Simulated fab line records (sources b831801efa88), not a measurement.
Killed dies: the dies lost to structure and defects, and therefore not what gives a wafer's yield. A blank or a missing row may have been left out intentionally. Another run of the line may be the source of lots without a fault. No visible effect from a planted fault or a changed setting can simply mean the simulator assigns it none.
Which tool was responsible?    flow gf180mcu    Sampling: 11 lots, 33 wafers, 6 of 602 route steps

== WHAT THE GAUGES READ, wafer by wafer ==
GF_MVSD_TW_MEAS_11. Usual: MVSD_TW gives 1589 (standard deviation 14).
lot   measured      on            MVSD_TW         flag
L978  day 4 22:48   filmMetro-01  1577 1574 1582  
L979  day 5 11:14   filmMetro-04  1594 1598 1601  
L981  day 5 15:32   filmMetro-04  1595 1599 1590  
L983  day 6 06:17   filmMetro-03  1577 1567 1562  
L987  day 6 19:53   filmMetro-03  1565 1571 1569  
L988  day 7 03:09   filmMetro-03  1577 1570 1582  
L990  day 7 15:53   filmMetro-01  1589 1590 1581  
L997  day 9 11:18   filmMetro-03  1562 1572 1567  
L998  day 9 15:16   filmMetro-01  1595 1598 1595  
L999  day 10 00:19  filmMetro-03  1581 1592 1572  
L100  day 10 06:58  filmMetro-04  1592 1593 1602  

GF_MVPSD_TW_MEAS_11. Usual: MVPSD_TW gives 557 (standard deviation 4.6).
lot   measured      on            MVPSD_TW     flag
L978  day 5 13:54   filmMetro-03  554 550 552  
L979  day 6 02:24   filmMetro-04  562 560 563  
L981  day 6 06:56   filmMetro-01  562 561 561  
L983  day 6 21:57   filmMetro-04  564 560 560  
L987  day 7 11:43   filmMetro-01  413 412 415  OFF
L988  day 7 19:48   filmMetro-01  415 416 415  OFF
L990  day 8 08:40   filmMetro-04  563 561 560  
L997  day 10 05:33  filmMetro-03  552 555 555  
L998  day 10 10:07  filmMetro-03  553 554 554  
L999  day 10 18:55  filmMetro-04  561 557 562  
L100  day 11 01:33  filmMetro-01  560 554 562  

GF_VT_IMPLANT_RS_MEAS_49: a four-point-probe measurement. Usual: MVPSD_RS gives 1168 ohm/sq (standard deviation 3).
lot   measured      on            MVPSD_RS (ohm/sq)  flag
L978  day 8 06:40   filmMetro-04  1168 1167 1167     
L979  day 8 19:43   filmMetro-03  1168 1164 1165     
L981  day 9 01:37   filmMetro-04  1167 1169 1168     
L983  day 9 18:16   filmMetro-03  1168 1172 1173     
L987  day 10 08:40  filmMetro-04  2189 2199 2175     OFF
L988  day 10 18:27  filmMetro-03  2168 2180 2182     OFF
L990  day 11 10:23  filmMetro-03  1166 1166 1163     
L997  day 13 12:04  filmMetro-01  1168 1163 1169     
L998  day 13 20:18  filmMetro-03  1167 1171 1169     
L999  day 14 01:29  filmMetro-03  1163 1162 1160     
L100  day 14 10:50  filmMetro-01  1164 1167 1164     

== EACH LOT AND THE TOOL THAT RAN IT (in order: tool; ch and the chambers of the sampled wafers; start) ==
lot   GF_DNWELL_STRIP_08                  GF_NWELL_STRIP_10                   GF_MVPSD_IMPLANT_08
L978  plasmaAsher-04 ch 0,1, day 3 05:55  plasmaAsher-03 ch 0,1, day 3 19:17  implanter-03 ch 0, day 5 13:30
L979  plasmaAsher-02 ch 0,1, day 3 16:43  plasmaAsher-01 ch 0,1, day 4 06:30  implanter-04 ch 0, day 6 02:00
L981  plasmaAsher-04 ch 1, day 3 20:01    plasmaAsher-01 ch 0,1, day 4 09:42  implanter-04 ch 0, day 6 06:32
L983  plasmaAsher-02 ch 0,1, day 4 08:47  plasmaAsher-02 ch 0,1, day 4 23:27  implanter-03 ch 0, day 6 21:33
L987  plasmaAsher-02 ch 0,1, day 4 22:10  plasmaAsher-01 ch 1, day 5 13:06    implanter-04 ch 0, day 7 11:19
L988  plasmaAsher-04 ch 0,1, day 5 05:16  plasmaAsher-03 ch 0,1, day 5 20:50  implanter-04 ch 0, day 7 19:24
L990  plasmaAsher-03 ch 1, day 5 14:52    plasmaAsher-02 ch 0,1, day 6 07:09  implanter-03 ch 0, day 8 08:17
L997  plasmaAsher-03 ch 0,1, day 7 07:34  plasmaAsher-02 ch 0,1, day 8 00:05  implanter-03 ch 0, day 10 05:09
L998  plasmaAsher-04 ch 0,1, day 7 11:52  plasmaAsher-01 ch 0,1, day 8 04:32  implanter-04 ch 0, day 10 09:45
L999  plasmaAsher-03 ch 0,1, day 7 19:22  plasmaAsher-02 ch 0,1, day 8 12:10  implanter-04 ch 0, day 10 18:33
L100  plasmaAsher-04 ch 0,1, day 8 00:55  plasmaAsher-03 ch 0,1, day 8 18:23  implanter-01 ch 0, day 11 01:09
- GF_DNWELL_STRIP_08: strips in O2/N2.
- GF_NWELL_STRIP_10: strips in O2/N2.
- GF_MVPSD_IMPLANT_08

== WHAT THE TOOLS THEMSELVES READ (means of the sampled wafers that have a number; where no wafer has one, the mark that the record gives instead) ==
GF_DNWELL_STRIP_08. Usual: drypumpMotorCurrentA 5.5 A, standard deviation 0.44; heaterPowerW 356 W, standard deviation 37; oesProductAu 0.722 a.u., standard deviation 0.0045; stripTimeToEndpointS 36.97 s, standard deviation 0.11.
lot   tool            drypumpMotorCurrentA (A)  heaterPowerW (W)  oesProductAu (a.u.)  stripTimeToEndpointS (s)  flag
L978  plasmaAsher-04  5.4                       376               0.721                36.97                     
L979  plasmaAsher-02  5.7                       348               0.723                36.96                     
L981  plasmaAsher-04  5.7                       381               0.724                37.03                     
L983  plasmaAsher-02  5.8                       344               0.722                37.08                     
L987  plasmaAsher-02  5.7                       346               0.722                36.91                     
L988  plasmaAsher-04  5.4                       378               0.725                37.01                     
L990  plasmaAsher-03  4.9                       301               0.720                36.85                     
L997  plasmaAsher-03  5.2                       338               0.721                36.96                     
L998  plasmaAsher-04  5.4                       376               0.721                36.75                     
L999  plasmaAsher-03  5.6                       371               0.717                36.96                     
L100  plasmaAsher-04  5.4                       379               0.720                36.88                     

GF_NWELL_STRIP_10. Usual: drypumpMotorCurrentA 5.7 A, standard deviation 0.37; heaterPowerW 338 W, standard deviation 33; oesProductAu 0.723 a.u., standard deviation 0.0047; stripTimeToEndpointS 36.96 s, standard deviation 0.11.
lot   tool            drypumpMotorCurrentA (A)  heaterPowerW (W)  oesProductAu (a.u.)  stripTimeToEndpointS (s)  flag
L978  plasmaAsher-03  5.2                       335               0.724                36.88                     
L979  plasmaAsher-01  5.8                       326               0.727                37.02                     
L981  plasmaAsher-01  5.8                       335               0.725                36.96                     
L983  plasmaAsher-02  5.7                       349               0.721                36.97                     
L987  plasmaAsher-01  5.7                       349               0.726                36.86                     
L988  plasmaAsher-03  5.2                       337               0.723                36.86                     
L990  plasmaAsher-02  5.7                       325               0.723                36.96                     
L997  plasmaAsher-02  5.7                       325               0.725                37.08                     
L998  plasmaAsher-01  5.8                       343               0.721                36.93                     
L999  plasmaAsher-02  5.7                       329               0.721                37.00                     
L100  plasmaAsher-03  5.6                       360               0.718                36.93                     

GF_MVPSD_IMPLANT_08. Usual: beamEnergyKeV 170.00, standard deviation 0.048; doseIonsCm2 1.4998e+13, standard deviation 1.7e+10; faradayCurrentUA 84.5, standard deviation 1.8; tiltDeg 0.002 degrees, standard deviation 0.016.
lot   tool          beamEnergyKeV  doseIonsCm2  faradayCurrentUA  tiltDeg (degrees)  flag
L978  implanter-03  169.98         1.5025e+13   85.2              -0.003             
L979  implanter-04  170.02         1.5004e+13   84.3              0.011              
L981  implanter-04  169.98         1.4984e+13   85.0              0.009              
L983  implanter-03  170.00         1.4987e+13   83.6              -0.016             
L987  implanter-04  170.07         3.8120e+12   21.4              -0.000             OFF
L988  implanter-04  169.96         3.8350e+12   21.7              0.006              OFF
L990  implanter-03  169.94         1.4990e+13   84.0              0.004              
L997  implanter-03  170.00         1.4976e+13   86.3              0.008              
L998  implanter-04  170.07         1.5004e+13   82.8              -0.005             
L999  implanter-04  169.96         1.5002e+13   83.2              0.005              
L100  implanter-01  169.99         1.5006e+13   85.2              0.011              

== THE ANSWER, worked out from the rows above alone ==
Rule: a lot is off if the mean of its wafers that have a number lies more than 3 standard deviations from the usual mean. Also off: a lot with no number at a reading for which 4 or more lots have one. Any other lot the step has rows for is counted as sound. First the gauges in route order, then the tools' own readings, where a lot's mean is used as printed above. At the first step where some lot is off, the reading lying furthest off is the one used; lots without a number count as furthest.
Off: L987, L988, at GF_MVPSD_TW_MEAS_11 (MVPSD_TW).
If a tool, at a process step before that reading, ran all the lots that are off and no sound lot after the first of them, it fits. The gauges at GF_MVPSD_TW_MEAS_11 aren't tried: what is off there is off at GF_VT_IMPLANT_RS_MEAS_49 too, on other tools, and a gauge's error can't cause that. None of those tried fits.

== WHAT WAS PUT IN BY THE SIMULATOR ==
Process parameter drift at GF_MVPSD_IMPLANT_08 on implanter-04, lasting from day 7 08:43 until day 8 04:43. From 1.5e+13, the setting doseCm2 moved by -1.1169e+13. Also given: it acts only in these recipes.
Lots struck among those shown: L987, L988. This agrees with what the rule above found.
